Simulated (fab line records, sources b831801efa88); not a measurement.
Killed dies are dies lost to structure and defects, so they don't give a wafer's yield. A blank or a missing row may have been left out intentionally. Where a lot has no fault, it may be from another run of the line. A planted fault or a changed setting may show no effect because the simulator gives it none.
A single fault, viewed from 2 desks + flow gf180mcu + only its own numbers are on each desk; what lay behind them is given at the end

## TOOL OWNER'S DESK, wet_bench-03
The tool's own readings at GF_VT_IMPLANT_WET_ETCH_50 (etches SiO2 in dHF, target depth 20 nm, time 400 s): means of the sampled wafers that have a number, for each lot that ran on this tool. A lot is out of limits, marked OUT, if its mean lies more than 4 standard deviations from the usual mean; the brackets give that distance.
Columns: A = run_length_s at GF_VT_IMPLANT_WET_ETCH_50, usual 428 s
| lot  | first seen here | A             |
|------|-----------------|---------------|
| L494 | day 9 13:37     | 432           |
| L501 | day 11 13:38    | 137 (-79) OUT |
This desk finds L501 out of limits, L501 being first, at day 11 13:38 (run_length_s at GF_VT_IMPLANT_WET_ETCH_50). Within limits: L494.

## FROM THE METROLOGY DESK
What the gauges read, lot by lot, whatever tool the lot ran on: means of the sampled wafers that have a number. A lot is out of limits, marked OUT, if its mean lies more than 4 standard deviations from the usual mean; the brackets give that distance. Only the readings that lie furthest out on some lot appear, 7 of the 11 it has.
Columns: A = VT_IMPLANT_03_OVL at GF_VT_IMPLANT_OVL_MEAS_40, usual -0.1 nm; B = NWELL_RS at GF_VT_IMPLANT_RS_MEAS_47, usual 487.7 ohm/sq; C = LVPWELL_RS at GF_VT_IMPLANT_RS_MEAS_48, usual 1196 ohm/sq; D = DUAL_GATE_OXIDATION_00_THK at GF_DUAL_GATE_THK_MEAS_03, usual 10.84 nm; E = DUAL_GATE_OVL at GF_DUAL_GATE_OVL_MEAS_11, usual 0.1 nm; F = POLY_GATE_CVD_00_THK at GF_POLY_GATE_THK_MEAS_01, usual 199.6 nm; G = cd_nm at GF_POLY_GATE_CD_MEAS_10, usual 280.1 nm
| lot  | first seen here | A    | B     | C    | D     | E    | F     | G     |
|------|-----------------|------|-------|------|-------|------|-------|-------|
| L494 | day 9 12:34     | 1.1  | 491.0 | 1196 | 10.75 | 0.0  | 201.4 | 280.2 |
| L495 | day 9 15:23     | 1.1  | 488.3 | 1195 | 11.07 | 1.0  | 199.6 | 278.0 |
| L497 | day 10 08:30    | -0.7 | 488.0 | 1202 | 10.37 | 0.3  | 201.7 | 280.8 |
| L501 | day 11 12:39    | 1.8  | 488.9 | 1193 | 10.79 | -1.6 | 198.4 | 280.4 |
| L508 | day 13 09:47    | -1.6 | 487.7 | 1192 | 10.88 | 2.0  | 200.6 | 279.6 |
This desk found nothing out of limits on any of the 5 lots.

## TAKEN TOGETHER
On L501, at day 11 13:38, an alarm was possible from the tool owner's desk.
Metrology desk: nothing out of limits seen.
The metrology desk holds a record of L501, inside its limits.
On wet_bench-03, each named lot ran GF_VT_IMPLANT_WET_ETCH_50.

## WHAT HAD BEEN PUT IN BY THE SIMULATOR
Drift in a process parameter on wet_bench-03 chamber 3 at GF_VT_IMPLANT_WET_ETCH_50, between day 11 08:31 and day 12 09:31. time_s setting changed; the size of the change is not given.
Shown lots that were struck: L501.
How many hours passed from the start of the fault until each desk's first out-of-limits reading: the tool owner's desk, 5.
